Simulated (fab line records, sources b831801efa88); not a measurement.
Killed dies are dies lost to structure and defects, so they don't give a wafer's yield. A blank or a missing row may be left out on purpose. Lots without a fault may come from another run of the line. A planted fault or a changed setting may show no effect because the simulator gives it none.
Which tool did it? | flow gf180mcu | 12 lots, 36 wafers sampled, at 5 steps of a route of 602

WHAT THE GAUGES READ, wafer by wafer
GF_SALICIDE_THK_MEAS_05: measures by xrf. Usual: SALICIDE_TIN_THK 19.7 nm, standard deviation 0.34.
lot  | measured     | on            | SALICIDE_TIN_THK (nm) | flag
L198 | day 16 05:12 | film_metro-01 | 19.8 19.6 19.6        |
L200 | day 16 13:41 | film_metro-01 | 19.7 19.7 19.6        |
L199 | day 16 15:59 | film_metro-03 | 19.7 20.2 20.1        |
L201 | day 17 00:02 | film_metro-03 | 19.9 19.7 20.0        |
L202 | day 17 08:10 | film_metro-03 | 20.3 20.2 20.0        |
L206 | day 18 19:47 | film_metro-04 | 19.4 19.2 19.2        |
L207 | day 19 01:52 | film_metro-03 | 20.3 19.9 20.1        |
L208 | day 19 13:17 | film_metro-03 | 20.5 20.2 20.5        |
L209 | day 20 00:19 | film_metro-04 | 19.6 19.9 19.9        |
L216 | day 22 11:31 | film_metro-01 | 19.6 19.7 19.7        |
L218 | day 22 21:35 | film_metro-03 | 19.6 19.2 19.5        |
L219 | day 23 01:30 | film_metro-04 | 19.7 19.7 19.8        |

GF_CONTACT_RS_MEAS_25: measures by four-point-probe. Usual: CONTACT_W_RS 0.381 ohm/sq, standard deviation 0.0038.
lot  | measured     | on            | CONTACT_W_RS (ohm/sq) | flag
L198 | day 17 06:08 | film_metro-02 | 0.391 0.379 0.381     |
L200 | day 17 14:08 | film_metro-03 | 0.384 0.383 0.385     |
L199 | day 17 16:40 | film_metro-03 | 0.382 0.386 0.381     |
L201 | day 18 01:18 | film_metro-03 | 0.385 0.378 0.381     |
L202 | day 18 09:44 | film_metro-03 | 0.379 0.382 0.380     |
L206 | day 19 22:03 | film_metro-02 | 0.378 0.376 0.378     |
L207 | day 20 04:12 | film_metro-04 | 0.383 0.381 0.292     | OFF
L208 | day 20 16:08 | film_metro-03 | 0.378 0.378 0.292     | OFF
L209 | day 21 02:16 | film_metro-04 | 0.379 0.382 0.292     | OFF
L216 | day 23 12:20 | film_metro-03 | 0.378 0.381 0.383     |
L218 | day 23 22:01 | film_metro-04 | 0.387 0.384 0.386     |
L219 | day 24 01:29 | film_metro-04 | 0.381 0.385 0.383     |

GF_CONTACT_THK_MEAS_26: measures by xrf. Usual: CONTACT_W_THK 319 nm, standard deviation 4.4.
lot  | measured     | on            | CONTACT_W_THK (nm) | flag
L198 | day 17 06:15 | film_metro-02 | 315 323 323        |
L200 | day 17 14:16 | film_metro-03 | 316 317 315        |
L199 | day 17 16:47 | film_metro-03 | 318 313 322        |
L201 | day 18 01:24 | film_metro-03 | 318 326 321        |
L202 | day 18 09:52 | film_metro-03 | 324 320 321        |
L206 | day 19 22:10 | film_metro-02 | 319 321 321        |
L207 | day 20 04:19 | film_metro-04 | 315 318 419        | OFF
L208 | day 20 16:14 | film_metro-03 | 327 324 430        | OFF
L209 | day 21 02:23 | film_metro-04 | 318 314 418        | OFF
L216 | day 23 12:26 | film_metro-03 | 323 320 319        |
L218 | day 23 22:08 | film_metro-04 | 310 312 310        |
L219 | day 24 01:36 | film_metro-04 | 317 313 314        |

WHICH TOOL RAN EACH LOT (tool, then ch and the chambers of the sampled wafers, then the start)
lot  | GF_CONTACT_ETCH_16                 | GF_CONTACT_CVD_24
L198 | rie_diel-04 ch 2,3, day 17 05:26   | cvd_w-01 ch 0,1, day 17 06:01
L200 | rie_diel-02 ch 0,2, day 17 13:29   | cvd_w-01 ch 0,1, day 17 14:02
L199 | rie_diel-02 ch 0,1,3, day 17 15:59 | cvd_w-01 ch 0,1, day 17 16:33
L201 | rie_diel-04 ch 1,2,3, day 18 00:32 | cvd_w-01 ch 0,1, day 18 01:08
L202 | rie_diel-04 ch 1,2, day 18 09:05   | cvd_w-01 ch 0,1, day 18 09:38
L206 | rie_diel-04 ch 0,1, day 19 21:23   | cvd_w-02 ch 1, day 19 21:57
L207 | rie_diel-02 ch 0,1,3, day 20 03:32 | cvd_w-02 ch 0,1, day 20 04:06
L208 | rie_diel-04 ch 1, day 20 15:20     | cvd_w-02 ch 0,1, day 20 16:00
L209 | rie_diel-04 ch 1,3, day 21 01:35   | cvd_w-02 ch 0,1, day 21 02:09
L216 | rie_diel-02 ch 0,1,3, day 23 11:37 | cvd_w-01 ch 0,1, day 23 12:13
L218 | rie_diel-03 ch 1,2,3, day 23 21:20 | cvd_w-02 ch 0,1, day 23 21:55
L219 | rie_diel-03 ch 2,3, day 24 00:47   | cvd_w-02 ch 0,1, day 24 01:23
- GF_CONTACT_ETCH_16: etches BARC in N2/H2.
- GF_CONTACT_CVD_24: deposits W, target thk 300 nm, time 90.339 s.

WHAT THE TOOLS THEMSELVES READ (means of the sampled wafers that have a number; where no wafer has one, the mark that the record gives instead)
GF_CONTACT_ETCH_16. Usual: drypump_motor_current_A 5.8 A, standard deviation 0.42; n2_flow_sccm 99.96 sccm, standard deviation 0.3; oes_product_au 0.855 a.u., standard deviation 0.005; throttle_valve_pct 13.225 %, standard deviation 0.0088.
lot  | tool        | drypump_motor_current_A (A) | n2_flow_sccm (sccm) | oes_product_au (a.u.) | throttle_valve_pct (%) | flag
L198 | rie_diel-04 | 5.6                         | 100.12              | 0.854                 | 13.220                 |
L200 | rie_diel-02 | 6.1                         | 100.02              | 0.853                 | 13.225                 |
L199 | rie_diel-02 | 5.7                         | 100.13              | 0.853                 | 13.225                 |
L201 | rie_diel-04 | 5.5                         | 100.17              | 0.855                 | 13.218                 |
L202 | rie_diel-04 | 5.6                         | 99.73               | 0.854                 | 13.220                 |
L206 | rie_diel-04 | 5.3                         | 100.13              | 0.852                 | 13.238                 |
L207 | rie_diel-02 | 5.7                         | 99.91               | 0.850                 | 13.223                 |
L208 | rie_diel-04 | 5.4                         | 99.83               | 0.853                 | 13.223                 |
L209 | rie_diel-04 | 5.5                         | 100.24              | 0.856                 | 13.216                 |
L216 | rie_diel-02 | 5.7                         | 100.14              | 0.857                 | 13.230                 |
L218 | rie_diel-03 | 6.1                         | 99.81               | 0.855                 | 13.223                 |
L219 | rie_diel-03 | 6.3                         | 100.00              | 0.857                 | 13.234                 |

GF_CONTACT_CVD_24. Usual: heater_power_w 828 W, standard deviation 38.
lot  | tool     | heater_power_w (W) | flag
L198 | cvd_w-01 | 841                |
L200 | cvd_w-01 | 856                |
L199 | cvd_w-01 | 854                |
L201 | cvd_w-01 | 863                |
L202 | cvd_w-01 | 846                |
L206 | cvd_w-02 | 778                |
L207 | cvd_w-02 | 776                |
L208 | cvd_w-02 | 806                |
L209 | cvd_w-02 | 817                |
L216 | cvd_w-01 | 854                |
L218 | cvd_w-02 | 788                |
L219 | cvd_w-02 | 810                |

THE ANSWER, worked out from the rows above alone
Rule: a lot is off if the mean of its wafers that have a number lies more than 3 standard deviations from the usual mean. A lot without any number at a reading at which 4 lots or more have one is off too. The other lots that the step has rows for count as sound. The gauges are gone through in route order, then the tools' own readings, and for those a lot's mean is taken as printed above. The first step at which some lot is off is used, and at that step the reading that is off furthest; a lot without a number counts as furthest.
Off: L207, L208, L209, at GF_CONTACT_RS_MEAS_25 (CONTACT_W_RS).
A tool fits if, at a process step before that reading, it ran every lot that is off, and no sound lot after the first of them. The gauges at GF_CONTACT_RS_MEAS_25 are tried like those tools. None of those tried fits.

WHAT THE SIMULATOR HAD PUT IN
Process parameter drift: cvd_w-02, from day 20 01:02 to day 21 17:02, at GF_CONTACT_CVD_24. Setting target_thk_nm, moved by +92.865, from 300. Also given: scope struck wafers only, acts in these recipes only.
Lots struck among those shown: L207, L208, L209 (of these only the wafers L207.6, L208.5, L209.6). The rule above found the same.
